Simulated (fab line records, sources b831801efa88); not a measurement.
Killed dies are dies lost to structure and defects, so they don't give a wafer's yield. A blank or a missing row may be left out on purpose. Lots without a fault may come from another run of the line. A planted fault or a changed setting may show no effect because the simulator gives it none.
fab line records | flow sky130
record lots=5 wafers=15 last_day=49
route steps=708 shown METAL1@452 VIA1@458 PAD_OPEN@708
lots that met no fault: from a run of the same line without faults
start_h: hours from the record's first day to the start of the lot's first wafer shown | wait_h: hours since the lot's step before | " the same as in the row above | L1.1+2: a row that stands for several wafers | - no value, or no start given | * or withheld: withheld | < > ~ a bound
route shown NAME@n: a module of which the file shows steps, and the number in the route of the first | usual: mean/standard deviation of fault-free wafers | same: alike in all rows | chamber/n: place in a boat | sites: the reading at each site | _std_site: their standard deviation | _edge_site: outer sites' mean less inner sites' | radius_mm: how far each site lies from the wafer's centre | mask NAME#n: copy n | behind: the tool/chamber that last shaped the wafer | hold: why the lot was held/for how many hours/how that ended | device: the transistor (n, p or np) that didn't switch | end of line: the same wafers' tests at the end of the route | a step without rows: its recipe alone | killed: dies lost to structure and defects at the first sort, not the wafer's yield | map: a wafer's dies, x killed, . not, _ none there
set.NAME: the setting as run; set.NAME@STEP: as run at that earlier step | model.NAME: the simulator's own value behind a step, which no gauge read
lots at some steps of the route; a table a step, a row a wafer
services: from which hour (start_h, from the record's first day; less than 0 if before it) a tool's chamber was out of use, for how many hours, and why
## steps
# step SKY_METAL1_ETCH_18
# recipe chemistry=N2/H2 target=BARC ion_energy_ev=200 bias_w=100 pressure_mtorr=30 n2_flow_sccm=100 h2_flow_sccm=200 icp_w=500 stop_on=SiO2 time_s=45.9 target_depth_a=600
# usual drypump_motor_current_A=6.0/0.76 oes_product_au=0.854/0.0045 throttle_valve_pct=13.224/0.0098
# columns lot.wafer tool chamber start_h wait_h drypump_motor_current_A oes_product_au rf_hours_counter_h throttle_valve_pct
L710.1 rie_metal-01 1 785.29 0.0 5.0 0.848 12 13.217
L710.2 " 0 " " 4.8 0.856 10 13.236
L710.5 " 0 " " 4.8 0.857 - 13.223
L713.1 rie_metal-02 0 800.15 0.0 6.8 0.854 13 13.221
L713.2 " 1 " " 6.4 0.862 13 13.221
L713.4 " 1 " " 6.4 0.853 - 13.221
L724.2 rie_metal-03 0 889.85 0.0 6.1 0.852 12 13.230
L724.4 " 0 " " 6.1 0.851 - 13.219
L724.5 " 0 " " 6.1 0.859 - 13.218
L727.2 rie_metal-01 1 900.50 0.0 5.0 0.863 17 13.223
L727.3 " 0 " " 4.8 0.856 - 13.222
L727.4 " 1 " " 5.1 0.856 - 13.224
L728.1 rie_metal-01 0 908.40 0.0 4.8 0.851 14 13.214
L728.3 " 0 " " 4.8 0.852 - 13.221
L728.4 " 1 " " 5.0 0.852 - 13.226
# step SKY_METAL1_METAL_ETCH_19
# recipe target_depth_a=3600 stop_on=SiO2 over_etch_frac=0.3 time_s=78 chemistry=Cl2/BCl3 resist_sidewall_deg=88 pressure_mtorr=10 icp_w=900 bias_w=48.5 Cl2_flow_sccm=60 bcl3_flow_sccm=30
# usual drypump_motor_current_A=6.0/0.76 oes_product_au=0.854/0.0049 throttle_valve_pct=22.264/0.0093
# columns lot.wafer tool chamber start_h wait_h drypump_motor_current_A oes_product_au rf_hours_counter_h throttle_valve_pct
L710.1 rie_metal-01 1 785.35 0.0 5.0 0.854 13 22.270
L710.2 " 0 " " 4.8 0.857 10 22.271
L710.5 " 0 " " 4.8 0.851 - 22.263
L713.1 rie_metal-02 0 800.23 0.1 6.8 0.861 13 22.266
L713.2 " 1 " " 6.4 0.858 13 22.267
L713.4 " 1 " " 6.3 0.846 - 22.265
L724.2 rie_metal-03 0 889.91 0.0 6.1 0.844 12 22.281
L724.4 " 0 " " 6.1 0.857 - 22.265
L724.5 " 0 " " 6.1 0.857 - 22.263
L727.2 rie_metal-01 1 900.56 0.0 5.0 0.854 17 22.247
L727.3 " 0 " " 4.8 0.856 - 22.279
L727.4 " 1 " " 5.0 0.853 - 22.269
L728.1 rie_metal-01 0 908.46 0.0 4.8 0.849 15 22.263
L728.3 " 0 " " 4.8 0.860 - 22.269
L728.4 " 1 " " 5.0 0.858 - 22.281
# step SKY_METAL1_STRIP_20
# recipe chemistry=O2/N2 power_w=1400 pressure_mtorr=1500 platen_temp_c=withheld o2_flow_sccm=3000 n2_flow_sccm=300 overash_fraction=0.5
# usual drypump_motor_current_A=5.93/0.26 o2_flow_sccm=2998/8.7 oes_product_au=0.343/0.0046 strip_time_to_endpoint_s=2.71/0.04
# columns lot.wafer tool chamber start_h wait_h drypump_motor_current_A o2_flow_sccm oes_product_au rf_hours_counter_h strip_time_to_endpoint_s
L710.1 plasma_asher-04 0 785.44 0.1 5.76 3001 0.342 96 2.71
L710.2 " 1 " " 6.06 2998 0.350 96 2.77
L710.5 " 0 " " 5.74 2999 0.343 - 2.77
L713.1 plasma_asher-04 0 800.35 0.1 5.76 3011 0.343 98 2.69
L713.2 " 1 " " 6.05 3009 0.340 98 2.73
L713.4 " 1 " " 6.07 3004 0.338 - 2.69
L724.2 plasma_asher-01 1 890.00 0.1 6.21 2989 0.338 47 2.71
L724.4 " 1 " " 6.23 2989 0.343 - 2.72
L724.5 " 0 " " 5.90 2999 0.347 - 2.73
L727.2 plasma_asher-01 1 900.65 0.1 6.19 2996 0.337 48 2.67
L727.3 " 1 " " 6.20 2994 0.341 - 2.70
L727.4 " 0 " " 5.90 2997 0.342 - 2.66
L728.1 plasma_asher-01 1 908.55 0.1 6.21 3000 0.339 49 2.74
L728.3 " 0 " " 5.90 3000 0.339 - 2.75
L728.4 " 1 " " 6.22 3007 0.354 - 2.67
# step SKY_METAL1_STRIP_21
# recipe chemistry=post_etch_residue_remover time_s=1200 temp_c=72.5
# step SKY_METAL1_CLEAN_22
# recipe chemistry=IPA time_s=180 temp_c=25
# step SKY_METAL1_CLEAN_23
# recipe chemistry=O3/DIW dry=n2_spin
# step SKY_VIA1_HDPCVD_00
# recipe material=SiO2 target_thk_nm=1030 sigma_open_frac=0.3 time_s=171.7 temp_c=400 sih4_flow_sccm=60 pressure_mtorr=6
# step SKY_VIA1_THK_MEAS_01
# recipe reads=SiO2_of_VIA1_HDPCVD_00
# usual VIA1_HDPCVD_THK=1025/10
# columns lot.wafer tool chamber start_h wait_h VIA1_HDPCVD_THK[nm]
L710.1 film_metro-01 - 786.17 0.1 1007
L710.2 " - " " 1018
L710.5 " - " " 1027
L713.1 film_metro-01 - 801.05 0.1 1019
L713.2 " - " " 1033
L713.4 " - " " 1028
L724.2 film_metro-04 - 890.74 0.1 1019
L724.4 " - " " 1026
L724.5 " - " " 1036
L727.2 film_metro-01 - 901.37 0.1 1020
L727.3 " - " " 1008
L727.4 " - " " 1027
L728.1 film_metro-01 - 909.35 0.1 1037
L728.3 " - " " 1037
L728.4 " - " " 1027
# step SKY_VIA1_CMP_02
# recipe material=SiO2 down_force_psi=4 platen_rpm=60 pad_velocity_m_s=0.94248
# usual motor_current_A=12.7/1.9
# columns lot.wafer tool chamber start_h wait_h motor_current_A
L710.2 cmp-01 3 786.23 0.0 11.8
L710.1 " 1 " " 10.6
L710.5 " 0 " " 10.8
L713.1 cmp-02 3 801.11 0.1 14.2
L713.4 " 1 " " 14.1
L713.2 " 2 " " 10.5
L724.4 cmp-02 3 890.84 0.1 14.4
L724.2 " 0 " " 12.7
L724.5 " 2 " " 10.6
L727.4 cmp-01 2 901.50 0.1 17.9
L727.3 " 3 " " 12.6
L727.2 " 1 " " 10.5
L728.3 cmp-02 1 909.41 0.0 14.1
L728.4 " 2 " " 11.1
L728.1 " 3 " " 13.9
# step SKY_VIA1_BOW_MEAS_03
# recipe mode=bow
# usual VIA1_BOW=81/6.8
# columns lot.wafer tool chamber start_h wait_h VIA1_BOW[um]
L710.1 film_metro-03 - 786.53 0.1 86
L710.2 " - " " 78
L710.5 " - " " 65
L713.1 film_metro-03 - 801.41 0.2 72
L713.2 " - " " 73
L713.4 " - " " 71
L724.2 film_metro-04 - 891.11 0.2 83
L724.4 " - " " 83
L724.5 " - " " 78
L727.2 film_metro-04 - 901.82 0.1 81
L727.3 " - " " 84
L727.4 " - " " 83
L728.1 film_metro-04 - 909.71 0.1 86
L728.3 " - " " 88
L728.4 " - " " 86
# step SKY_VIA1_DEHYDRATE_04
# recipe temp_c=200 time_s=60
# step SKY_VIA1_HMDS_05
# recipe prime_time_s=60 prime_temp_c=120
# step SKY_VIA1_COAT_06
# recipe resist=BARC temp_c=withheld time_s=withheld spin_rpm=3000 resist_thk_nm=60
# usual dispense_pressure_kPa=49/5.1
# columns lot.wafer tool chamber start_h wait_h dispense_pressure_kPa
L710.1 litho_track-01 0 799.79 0.1 45
L710.2 " 0 " " 45
L710.5 " 0 " " 45
L713.1 litho_track-01 0 813.74 0.1 45
L713.2 " 0 " " 45
L713.4 " 0 " " 45
L724.2 litho_track-03 0 903.72 0.1 44
L724.4 " 0 " " 44
L724.5 " 0 " " 44
L727.2 litho_track-02 0 913.91 0.1 55
L727.3 " 0 " " 55
L727.4 " 0 " " 55
L728.1 litho_track-01 0 920.69 0.1 45
L728.3 " 0 " " 45
L728.4 " 0 " " 45
# step SKY_VIA1_COAT_07
# recipe resist=KrF-thick spin_rpm=3000 resist_thk_nm=450
# step SKY_VIA1_SOFTBAKE_08
# recipe temp_c=100 time_s=90 resist=KrF-thick
# step SKY_VIA1_EXPOSE_09
# recipe mask_id=VIM na=0.8 source_shape=annular sigma_inner=0.55 sigma_outer=0.85 target_cd_nm=150 dose_mj=38
# step SKY_VIA1_PEB_10
# recipe peb_temp_c=withheld peb_time_s=withheld resist=KrF-thick
# step SKY_VIA1_DEVELOP_11
# recipe develop_time_s=60 resist=KrF-thick dev_temp_c=21
# step SKY_VIA1_CD_MEAS_12
# recipe target_cd_nm=150
# usual cd_nm=150.7/1.5
# columns lot.wafer tool chamber start_h wait_h cd_nm
L710.1 cd_sem-02 - 812.50 - 149.5
L710.2 " - " " 148.9
L710.5 " - " " 149.3
L713.1 cd_sem-01 - 827.80 - 150.0
L713.2 " - " " 149.5
L713.4 " - " " 150.1
L724.2 cd_sem-02 - 916.11 - 150.1
L724.4 " - " " 148.0
L724.5 " - " " 148.1
L727.2 cd_sem-01 - 926.32 - 151.4
L727.3 " - " " 151.9
L727.4 " - " " 152.8
L728.1 cd_sem-01 - 933.93 - 150.4
L728.3 " - " " 152.2
L728.4 " - " " 152.0
# step SKY_VIA1_OVL_MEAS_13
# usual VIA1_OVL=1/5.1
# columns lot.wafer tool chamber start_h wait_h VIA1_OVL[nm]
L710.1 overlay-02 - 812.62 0.1 -1
L710.2 " - " " -3
L710.5 " - " " -9
L713.1 overlay-02 - 827.92 0.1 -1
L713.2 " - " " -2
L713.4 " - " " 6
L724.2 overlay-01 - 916.22 0.1 -9
L724.4 " - " " -5
L724.5 " - " " -6
L727.2 overlay-01 - 926.42 0.1 5
L727.3 " - " " 0
L727.4 " - " " 2
L728.1 overlay-02 - 934.05 0.1 1
L728.3 " - " " -3
L728.4 " - " " 0
# step SKY_VIA1_ETCH_14
# recipe chemistry=N2/H2 target=BARC ion_energy_ev=200 source_w=500 bias_w=100 pressure_mtorr=30 n2_flow_sccm=100 h2_flow_sccm=200 stop_on=SiO2 time_s=45.9 target_depth_a=600
# usual drypump_motor_current_A=5.9/0.37 oes_product_au=0.854/0.0046 throttle_valve_pct=13.224/0.0097
# columns lot.wafer tool chamber start_h wait_h drypump_motor_current_A oes_product_au rf_hours_counter_h throttle_valve_pct model.etch.depth_nm
L710.1 rie_diel-04 3 812.65 0.0 5.3 0.857 8 13.219 60.14
L710.2 " 2 " " 5.7 0.845 13 13.213 60.15
L710.5 " 2 " " 5.6 0.851 - 13.229 60.08
L713.1 rie_diel-04 2 827.95 0.0 5.6 0.855 13 13.227 59.98
L713.2 " 3 " " 5.2 0.855 9 13.223 60.01
L713.4 " 3 " " 5.3 0.852 - 13.215 60.05
L724.2 rie_diel-04 1 916.25 0.0 6.4 0.836 8 13.218 59.26
L724.4 " 2 " " 5.7 0.855 15 13.223 59.85
L724.5 " 0 " " 6.4 0.854 - 13.220 59.42
L727.2 rie_diel-02 2 926.45 0.0 5.4 0.855 23 13.234 59.94
L727.3 " 3 " " 6.1 0.852 25 13.218 59.9
L727.4 " 1 " " 5.9 0.857 6 13.229 60.14
L728.1 rie_diel-01 2 934.09 0.0 5.7 0.848 4 13.231 59.98
L728.3 " 0 " " 6.0 0.852 9 13.216 60.05
L728.4 " 0 " " 6.0 0.858 - 13.232 59.99
# step SKY_VIA1_ETCH_15
# recipe target=SiO2 chemistry=C4F8/O2/Ar target_depth_nm=351 stop_on=TiN mask_material=KrF-thick source_w=1500 bias_w=1200 pressure_mtorr=40 c4f8_flow_sccm=withheld O2_flow_sccm=6 Ar_flow_sccm=300 time_s=54
# usual oes_product_au=0.981/0.0057
# columns lot.wafer tool chamber start_h wait_h oes_product_au rf_hours_counter_h
L710.1 rie_diel-04 3 812.70 0.0 0.966 8
L710.2 " 2 " " 0.982 13
L710.5 " 2 " " 0.985 -
L713.1 rie_diel-04 2 828.00 0.0 0.986 13
L713.2 " 3 " " 0.976 9
L713.4 " 3 " " 0.982 -
L724.2 rie_diel-04 1 916.29 0.0 0.988 8
L724.4 " 2 " " 0.987 15
L724.5 " 0 " " 0.975 -
L727.2 rie_diel-02 2 926.50 0.0 0.978 23
L727.3 " 3 " " 0.978 25
L727.4 " 1 " " 0.986 6
L728.1 rie_diel-01 2 934.13 0.0 0.987 4
L728.3 " 0 " " 0.972 9
L728.4 " 0 " " 0.984 -
# step SKY_PAD_OPEN_PROBE_99
# usual defect_limited_yield=82.3/2 killed_at_M0_to_M3=43/7.3 killed_at_M4_up=3.1/1.7 killed_at_contacts=25/5.3 killed_at_front_end=15/4.3 killed_at_other=0.2/0.54 killed_dies=87/10 killed_on_rim=17/3.9 killed_open=48/7.6 killed_short=38/6.1 sort_bin_3_pad_short=0.9/0.42 sort_bin_5_function=10.5/1.5 sort_bin_6_memory=6.3/1.2 sort_n_pass=405/10 sort_yield_pct=82.3/2
# same gross_dies=492 killed_at_back_side=0 sort_bin_4_leakage[%]=0 sort_bin_8_speed[%]=0
# columns lot.wafer tool chamber start_h wait_h defect_limited_yield[%] killed_at_M0_to_M3 killed_at_M4_up killed_at_contacts killed_at_front_end killed_at_other killed_dies killed_on_rim killed_open killed_short sort_bin_3_pad_short[%] sort_bin_5_function[%] sort_bin_6_memory[%] sort_n_pass sort_yield_pct[%]
L713.1 prober-02 - 1106.36 0.1 80.9 42 5 32 15 0 94 11 55 38 1.2 11.4 6.5 398 80.9
L713.2 prober-02 - 1106.41 0.1 80.9 47 2 24 18 3 94 15 52 42 0.4 12.8 5.9 398 80.9
L713.4 prober-02 - 1106.51 0.2 82.7 41 2 21 21 0 85 17 48 37 1.4 11.2 4.7 407 82.7
L724.2 prober-02 - 1171.72 0.1 83.9 36 4 22 17 0 79 10 49 30 0.6 9.8 5.7 413 83.9
L724.4 prober-02 - 1171.82 0.2 80.9 52 3 21 18 0 94 15 46 48 0.4 12.8 5.9 398 80.9
L724.5 prober-02 - 1171.87 0.2 82.9 38 2 29 15 0 84 18 52 32 0.6 10.0 6.5 408 82.9
L727.2 prober-02 - 1177.68 0.1 81.9 45 5 28 10 1 89 16 45 44 0.4 10.2 7.5 403 81.9
L727.3 prober-02 - 1177.73 0.2 81.1 45 3 24 20 1 93 21 50 43 0.6 11.4 6.9 399 81.1
L727.4 prober-02 - 1177.78 0.2 82.3 41 4 27 14 1 87 15 47 40 0.8 10.6 6.3 405 82.3
L728.1 prober-01 - 1182.99 0.1 82.5 59 2 15 10 0 86 15 48 38 0.8 10.4 6.3 406 82.5
L728.3 prober-01 - 1183.09 0.2 83.3 50 1 20 11 0 82 20 45 36 1.6 9.3 5.7 410 83.3
L728.4 prober-01 - 1183.14 0.2 83.7 38 5 23 14 0 80 12 47 33 1.2 9.3 5.7 412 83.7
# killed by level:class
L713.1 CONTACT:geometric_particle:open=13 METAL1:geometric_particle:short=9 VIA1:geometric_particle:open=9 VIA2:geometric_particle:open=9 LI_CONTACT:geometric_particle:open=7 CONTACT:geometric_particle:short=6 VIA1:geometric_particle:short=6 FIELD_ISO:geometric_particle:open=4
L713.2 METAL1:geometric_particle:short=10 CONTACT:geometric_particle:open=8 VIA3:geometric_particle:open=7 VIA2:geometric_particle:open=7 LI_CONTACT:geometric_particle:open=6 METAL2:geometric_particle:short=6 FIELD_ISO:geometric_particle:open=5 CONTACT:geometric_particle:short=5
L713.4 VIA1:geometric_particle:open=9 LI_CONTACT:geometric_particle:open=7 METAL1:geometric_particle:short=7 VIA2:geometric_particle:open=7 FIELD_ISO:geometric_particle:short=6 POLY_GATE:geometric_particle:open=5 CONTACT:geometric_particle:open=4 CONTACT:geometric_particle:short=4
L724.2 VIA1:geometric_particle:open=11 LI_CONTACT:geometric_particle:open=9 CONTACT:geometric_particle:open=8 POLY_GATE:geometric_particle:short=6 METAL1:geometric_particle:short=6 FIELD_ISO:geometric_particle:open=5 VIA1:geometric_particle:short=4 VIA3:geometric_particle:open=4
L724.4 VIA1:geometric_particle:open=13 METAL1:geometric_particle:short=11 POLY_GATE:geometric_particle:short=8 CONTACT:geometric_particle:open=8 METAL2:geometric_particle:short=8 LI_CONTACT:geometric_particle:open=7 FIELD_ISO:geometric_particle:short=5 VIA1:geometric_particle:short=5
L724.5 CONTACT:geometric_particle:open=11 LI_CONTACT:geometric_particle:open=7 VIA2:geometric_particle:open=7 VIA1:geometric_particle:open=7 VIA1:geometric_particle:short=6 METAL1:geometric_particle:short=6 FIELD_ISO:geometric_particle:open=5 CONTACT:geometric_particle:short=4
L727.2 VIA1:geometric_particle:open=10 CONTACT:geometric_particle:open=9 LI_CONTACT:geometric_particle:open=8 VIA1:geometric_particle:short=8 VIA2:geometric_particle:open=6 METAL4:geometric_particle:short=5 METAL2:geometric_particle:short=5 VIA3:geometric_particle:open=5
L727.3 VIA2:geometric_particle:open=9 VIA1:geometric_particle:open=7 CONTACT:geometric_particle:open=7 FIELD_ISO:geometric_particle:short=6 FIELD_ISO:geometric_particle:open=5 VIA3:geometric_particle:open=5 CONTACT:geometric_particle:short=5 METAL2:geometric_particle:open=5
L727.4 VIA1:geometric_particle:open=11 LI_CONTACT:geometric_particle:open=9 LOCAL_INTERCONNECT:geometric_particle:short=6 CONTACT:geometric_particle:open=6 VIA1:geometric_particle:short=6 VIA3:geometric_particle:open=6 FIELD_ISO:geometric_particle:short=4 POLY_GATE:geometric_particle:open=4
L728.1 VIA1:geometric_particle:open=16 METAL1:geometric_particle:short=8 VIA2:geometric_particle:open=6 CONTACT:geometric_particle:open=5 VIA1:geometric_particle:short=5 METAL2:geometric_particle:open=5 VIA3:geometric_particle:open=5 SPACER:geometric_particle:short=4
L728.3 VIA1:geometric_particle:open=13 METAL2:geometric_particle:short=9 VIA2:geometric_particle:open=7 LI_CONTACT:geometric_particle:open=6 CONTACT:geometric_particle:open=5 METAL1:geometric_particle:short=5 VIA1:geometric_particle:short=4 POLY_GATE:geometric_particle:open=3
L728.4 CONTACT:geometric_particle:open=11 VIA1:geometric_particle:open=9 VIA3:geometric_particle:open=8 LI_CONTACT:geometric_particle:open=6 FIELD_ISO:geometric_particle:open=5 METAL1:geometric_particle:short=5 METAL4:geometric_particle:short=5 VIA2:geometric_particle:open=4
## services
# columns tool chamber start_h hours kind
rie_diel-02 1 763.16 - clean
rie_diel-02 1 763.16 30.0 scheduled_down
rie_diel-02 1 763.16 30.0 vent_cycle
rie_metal-03 - 771.30 2.8 pm
rie_diel-04 0 783.14 2.5 repair
rie_diel-04 1 783.30 9.6 repair
rie_diel-04 0 787.46 46.7 repair
rie_diel-02 0 792.55 128.1 repair
rie_metal-02 1 825.03 7.7 repair
rie_diel-01 - 827.18 2.8 pm
plasma_asher-01 - 834.80 2.2 repair
rie_diel-04 - 843.61 1.6 repair
plasma_asher-04 - 860.28 6.9 repair
cmp-01 - 860.38 0.3 repair
rie_diel-04 2 867.99 9.0 repair
rie_diel-04 1 873.05 6.6 repair
rie_diel-02 2 875.45 4.0 repair
cmp-01 - 884.03 6.3 pm
rie_diel-04 2 884.98 3.1 repair
cmp-02 - 903.55 0.6 repair
rie_metal-03 0 903.81 3.6 repair
cmp-01 - 912.46 4.0 pm
rie_metal-03 - 927.00 4.3 pm
rie_diel-01 3 930.88 8.6 repair
## key
first_sign none at tools or gauges
model_effect step=SKY_VIA1_ETCH_14 value=etch.depth_nm without=60.07 struck=59.34
met_at SKY_VIA1_COAT_06
struck_wafers L724.2,L724.5
fault kind=process_parameter_drift tool=litho_track-03 chamber=- onset_h=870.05 steps=SKY_VIA1_COAT_06 channel=resist_thk_nm offset=-0.73279 shape=step end_h=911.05 scope=struck_wafers_only acts_in=these_recipes_only stated=60
